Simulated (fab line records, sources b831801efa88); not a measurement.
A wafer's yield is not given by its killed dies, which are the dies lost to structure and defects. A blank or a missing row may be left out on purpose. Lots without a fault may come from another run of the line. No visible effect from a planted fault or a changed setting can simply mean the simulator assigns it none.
Which of the tools did it? / flow gf180mcu / 13 lots, 39 wafers sampled, at 6 steps of a route of 602

WHAT EACH GAUGE READ, for each wafer
GF_VT_IMPLANT_TW_MEAS_10.
lot=L852; measured=day 5 16:07; on=filmMetro-04; VT_IMPLANT_TW=564 566 563
lot=L854; measured=day 6 04:43; on=filmMetro-04; VT_IMPLANT_TW=561 561 561
lot=L855; measured=day 6 09:50; on=filmMetro-04; VT_IMPLANT_TW=559 561 562
lot=L856; measured=day 6 16:34; on=filmMetro-04; VT_IMPLANT_TW=561 560 565
lot=L858; measured=day 7 06:41; on=filmMetro-03; VT_IMPLANT_TW=560 560 561
lot=L859; measured=day 7 10:38; on=filmMetro-04; VT_IMPLANT_TW=568 566 568
lot=L862; measured=day 8 04:16; on=filmMetro-03; VT_IMPLANT_TW=558 559 559
lot=L866; measured=day 8 17:49; on=filmMetro-04; VT_IMPLANT_TW=561 557 562
lot=L869; measured=day 9 11:40; on=filmMetro-04; VT_IMPLANT_TW=559 562 561
lot=L870; measured=day 9 16:43; on=filmMetro-04; VT_IMPLANT_TW=561 563 561
lot=L872; measured=day 10 03:01; on=filmMetro-01; VT_IMPLANT_TW=562 568 565
lot=L873; measured=day 10 11:05; on=filmMetro-01; VT_IMPLANT_TW=565 564 566
lot=L875; measured=day 10 23:23; on=filmMetro-04; VT_IMPLANT_TW=560 561 561

GF_VT_IMPLANT_OVL_MEAS_18.
lot=L852; measured=day 6 06:28; on=overlay-01; VT_IMPLANT_01_OVL (nm)=0.2 0.5 0.9
lot=L854; measured=day 6 19:01; on=overlay-02; VT_IMPLANT_01_OVL (nm)=4.0 2.6 4.1
lot=L855; measured=day 7 00:38; on=overlay-01; VT_IMPLANT_01_OVL (nm)=2.3 4.4 2.8
lot=L856; measured=day 7 07:43; on=overlay-01; VT_IMPLANT_01_OVL (nm)=2.7 2.1 1.7
lot=L858; measured=day 7 21:09; on=overlay-01; VT_IMPLANT_01_OVL (nm)=0.5 2.8 0.3
lot=L859; measured=day 8 01:28; on=overlay-01; VT_IMPLANT_01_OVL (nm)=1.4 1.9 1.8
lot=L862; measured=day 8 14:31; on=overlay-02; VT_IMPLANT_01_OVL (nm)=0.7 0.7 1.0
lot=L866; measured=day 9 07:26; on=overlay-02; VT_IMPLANT_01_OVL (nm)=-0.5 2.8 0.9
lot=L869; measured=day 10 04:22; on=overlay-01; VT_IMPLANT_01_OVL (nm)=- - -
lot=L870; measured=day 10 10:31; on=overlay-02; VT_IMPLANT_01_OVL (nm)=- - -
lot=L872; measured=day 10 21:02; on=overlay-01; VT_IMPLANT_01_OVL (nm)=- - -
lot=L873; measured=day 11 06:14; on=overlay-02; VT_IMPLANT_01_OVL (nm)=-0.4 2.0 0.3
lot=L875; measured=day 11 17:20; on=overlay-01; VT_IMPLANT_01_OVL (nm)=-0.2 1.3 0.8

GF_VT_IMPLANT_TW_MEAS_21.
lot=L852; measured=day 6 06:45; on=filmMetro-01; VT_IMPLANT_2_TW=1218 1219 1224
lot=L854; measured=day 6 19:19; on=filmMetro-03; VT_IMPLANT_2_TW=1210 1205 1203
lot=L855; measured=day 7 00:55; on=filmMetro-04; VT_IMPLANT_2_TW=1223 1223 1220
lot=L856; measured=day 7 08:03; on=filmMetro-01; VT_IMPLANT_2_TW=1205 1213 1217
lot=L858; measured=day 7 21:27; on=filmMetro-03; VT_IMPLANT_2_TW=1213 1217 1213
lot=L859; measured=day 8 01:46; on=filmMetro-04; VT_IMPLANT_2_TW=1212 1206 1211
lot=L862; measured=day 8 14:48; on=filmMetro-03; VT_IMPLANT_2_TW=1197 1206 1204
lot=L866; measured=day 9 07:44; on=filmMetro-04; VT_IMPLANT_2_TW=1206 1212 1207
lot=L869; measured=day 10 04:39; on=filmMetro-04; VT_IMPLANT_2_TW=30 30 30
lot=L870; measured=day 10 10:55; on=filmMetro-01; VT_IMPLANT_2_TW=30 30 30
lot=L872; measured=day 10 21:19; on=filmMetro-04; VT_IMPLANT_2_TW=30 30 30
lot=L873; measured=day 11 06:31; on=filmMetro-04; VT_IMPLANT_2_TW=1202 1205 1203
lot=L875; measured=day 11 17:38; on=filmMetro-03; VT_IMPLANT_2_TW=1212 1205 1207

GF_VT_IMPLANT_TW_MEAS_32.
lot=L852; measured=day 6 21:45; on=filmMetro-04; VT_IMPLANT_3_TW=267.1 268.8 267.7
lot=L854; measured=day 7 10:55; on=filmMetro-01; VT_IMPLANT_3_TW=268.8 269.5 267.3
lot=L855; measured=day 7 16:46; on=filmMetro-01; VT_IMPLANT_3_TW=268.0 267.6 268.9
lot=L856; measured=day 7 23:17; on=filmMetro-01; VT_IMPLANT_3_TW=268.8 269.2 269.7
lot=L858; measured=day 8 09:56; on=filmMetro-03; VT_IMPLANT_3_TW=266.8 266.3 266.7
lot=L859; measured=day 8 12:29; on=filmMetro-03; VT_IMPLANT_3_TW=265.6 267.7 265.2
lot=L862; measured=day 9 02:19; on=filmMetro-03; VT_IMPLANT_3_TW=266.9 266.7 266.3
lot=L866; measured=day 10 01:02; on=filmMetro-01; VT_IMPLANT_3_TW=269.1 268.6 269.5
lot=L869; measured=day 10 23:04; on=filmMetro-04; VT_IMPLANT_3_TW=267.1 268.4 267.1
lot=L870; measured=day 11 06:13; on=filmMetro-04; VT_IMPLANT_3_TW=266.4 265.9 266.0
lot=L872; measured=day 11 16:05; on=filmMetro-04; VT_IMPLANT_3_TW=267.4 266.5 266.7
lot=L873; measured=day 12 00:55; on=filmMetro-04; VT_IMPLANT_3_TW=266.2 265.2 267.7
lot=L875; measured=day 12 12:43; on=filmMetro-03; VT_IMPLANT_3_TW=267.3 267.3 267.0

EACH LOT AND THE TOOL THAT RAN IT (in order: tool; ch and the chambers of the sampled wafers; start)
lot=L852; GF_STI_ETCH_14=rieSi-01 ch 1,3, day 2 01:16; GF_VT_IMPLANT_DEVELOP_17=lithoTrack-04 ch 0, day 6 06:19
lot=L854; GF_STI_ETCH_14=rieSi-02 ch 0,2,3, day 2 12:40; GF_VT_IMPLANT_DEVELOP_17=lithoTrack-03 ch 0, day 6 18:52
lot=L855; GF_STI_ETCH_14=rieSi-02 ch 2,3, day 2 16:33; GF_VT_IMPLANT_DEVELOP_17=lithoTrack-04 ch 0, day 7 00:31
lot=L856; GF_STI_ETCH_14=rieSi-02 ch 2,3, day 2 22:13; GF_VT_IMPLANT_DEVELOP_17=lithoTrack-04 ch 0, day 7 07:35
lot=L858; GF_STI_ETCH_14=rieSi-01 ch 2,3, day 3 08:04; GF_VT_IMPLANT_DEVELOP_17=lithoTrack-01 ch 0, day 7 21:04
lot=L859; GF_STI_ETCH_14=rieSi-02 ch 0,1,3, day 3 13:55; GF_VT_IMPLANT_DEVELOP_17=lithoTrack-04 ch 0, day 8 01:20
lot=L862; GF_STI_ETCH_14=rieSi-02 ch 0,1,2, day 4 05:28; GF_VT_IMPLANT_DEVELOP_17=lithoTrack-04 ch 0, day 8 14:22
lot=L866; GF_STI_ETCH_14=rieSi-01 ch 0,2,3, day 5 02:16; GF_VT_IMPLANT_DEVELOP_17=lithoTrack-01 ch 0, day 9 07:19
lot=L869; GF_STI_ETCH_14=rieSi-02 ch 0,1,2, day 5 17:40; GF_VT_IMPLANT_DEVELOP_17=lithoTrack-04 ch 0, day 10 04:13
lot=L870; GF_STI_ETCH_14=rieSi-01 ch 0,1,2, day 5 22:16; GF_VT_IMPLANT_DEVELOP_17=lithoTrack-04 ch 0, day 10 10:22
lot=L872; GF_STI_ETCH_14=rieSi-02 ch 0,1, day 6 08:34; GF_VT_IMPLANT_DEVELOP_17=lithoTrack-04 ch 0, day 10 20:55
lot=L873; GF_STI_ETCH_14=rieSi-01 ch 0,1, day 6 15:52; GF_VT_IMPLANT_DEVELOP_17=lithoTrack-03 ch 0, day 11 06:06
lot=L875; GF_STI_ETCH_14=rieSi-01 ch 1,3, day 7 00:31; GF_VT_IMPLANT_DEVELOP_17=lithoTrack-01 ch 0, day 11 17:14
- GF_STI_ETCH_14: etches Si in HBr/Cl2/O2, target depth 360 nm, time 102.9 s.
- GF_VT_IMPLANT_DEVELOP_17: develop time 60 s.

AS READ BY THE TOOLS THEMSELVES (means over the sampled wafers that have a number; for cases with no such wafer, the mark the record gives instead)
GF_STI_ETCH_14.
lot=L852; tool=rieSi-01; drypumpMotorCurrentA (A)=6.06; oesProductAu (a.u.)=1.008; throttleValvePct (%)=25.647
lot=L854; tool=rieSi-02; drypumpMotorCurrentA (A)=6.15; oesProductAu (a.u.)=0.999; throttleValvePct (%)=25.657
lot=L855; tool=rieSi-02; drypumpMotorCurrentA (A)=6.24; oesProductAu (a.u.)=1.003; throttleValvePct (%)=25.647
lot=L856; tool=rieSi-02; drypumpMotorCurrentA (A)=6.09; oesProductAu (a.u.)=1.008; throttleValvePct (%)=25.649
lot=L858; tool=rieSi-01; drypumpMotorCurrentA (A)=6.10; oesProductAu (a.u.)=1.008; throttleValvePct (%)=25.647
lot=L859; tool=rieSi-02; drypumpMotorCurrentA (A)=5.81; oesProductAu (a.u.)=1.000; throttleValvePct (%)=25.659
lot=L862; tool=rieSi-02; drypumpMotorCurrentA (A)=5.96; oesProductAu (a.u.)=0.997; throttleValvePct (%)=25.667
lot=L866; tool=rieSi-01; drypumpMotorCurrentA (A)=5.98; oesProductAu (a.u.)=0.997; throttleValvePct (%)=25.658
lot=L869; tool=rieSi-02; drypumpMotorCurrentA (A)=5.95; oesProductAu (a.u.)=0.992; throttleValvePct (%)=25.657
lot=L870; tool=rieSi-01; drypumpMotorCurrentA (A)=5.87; oesProductAu (a.u.)=1.006; throttleValvePct (%)=25.651
lot=L872; tool=rieSi-02; drypumpMotorCurrentA (A)=5.62; oesProductAu (a.u.)=0.990; throttleValvePct (%)=25.669
lot=L873; tool=rieSi-01; drypumpMotorCurrentA (A)=5.84; oesProductAu (a.u.)=1.011; throttleValvePct (%)=25.653
lot=L875; tool=rieSi-01; drypumpMotorCurrentA (A)=6.07; oesProductAu (a.u.)=1.006; throttleValvePct (%)=25.656

THE ANSWER, worked out from the rows above alone
Rule: the usual values come from the lots themselves. Put in order of their means at a reading, lots are off if they are a third of the lots or fewer, leave a main group of 4 or more, and stand apart from it by a gap of 3 or more times the standard deviation of the main group's means; of several such gaps the widest counts. A main group is skipped when, at the precision printed for the reading in the tables above, its means are all equal. Also off: a lot with no number at a reading for which 4 or more lots have one. The other lots that the step has rows for count as sound. Order of review: gauges by route order, followed by the tools' own readings, for which a lot's mean as printed above is used. The first step at which some lot is off is used, and at that step the reading that is off furthest; a lot without a number counts as furthest.
Off: at GF_VT_IMPLANT_OVL_MEAS_18 (VT_IMPLANT_01_OVL), L869, L870, L872. Without a number there: L869, L870, L872. Mean 1.5 nm and standard deviation 1 in the main group.
If a tool, at a process step before that reading, ran all the lots that are off and no sound lot after the first of them, it fits. Not tried: the gauges at GF_VT_IMPLANT_OVL_MEAS_18; whatever is off there is also off at GF_VT_IMPLANT_TW_MEAS_21, on other tools, and gauge error can't account for it. One fits: GF_VT_IMPLANT_DEVELOP_17 on lithoTrack-04. Its last sound lot is L862 (day 8 14:22), its first lot that is off L869 (day 10 04:13): a fault that began between those two fits.

WHAT WAS PUT IN BY THE SIMULATOR
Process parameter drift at GF_VT_IMPLANT_DEVELOP_17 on lithoTrack-04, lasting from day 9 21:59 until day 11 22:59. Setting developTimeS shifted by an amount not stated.
Struck lots among those shown: L869, L870, L872. The same result came from the rule above.
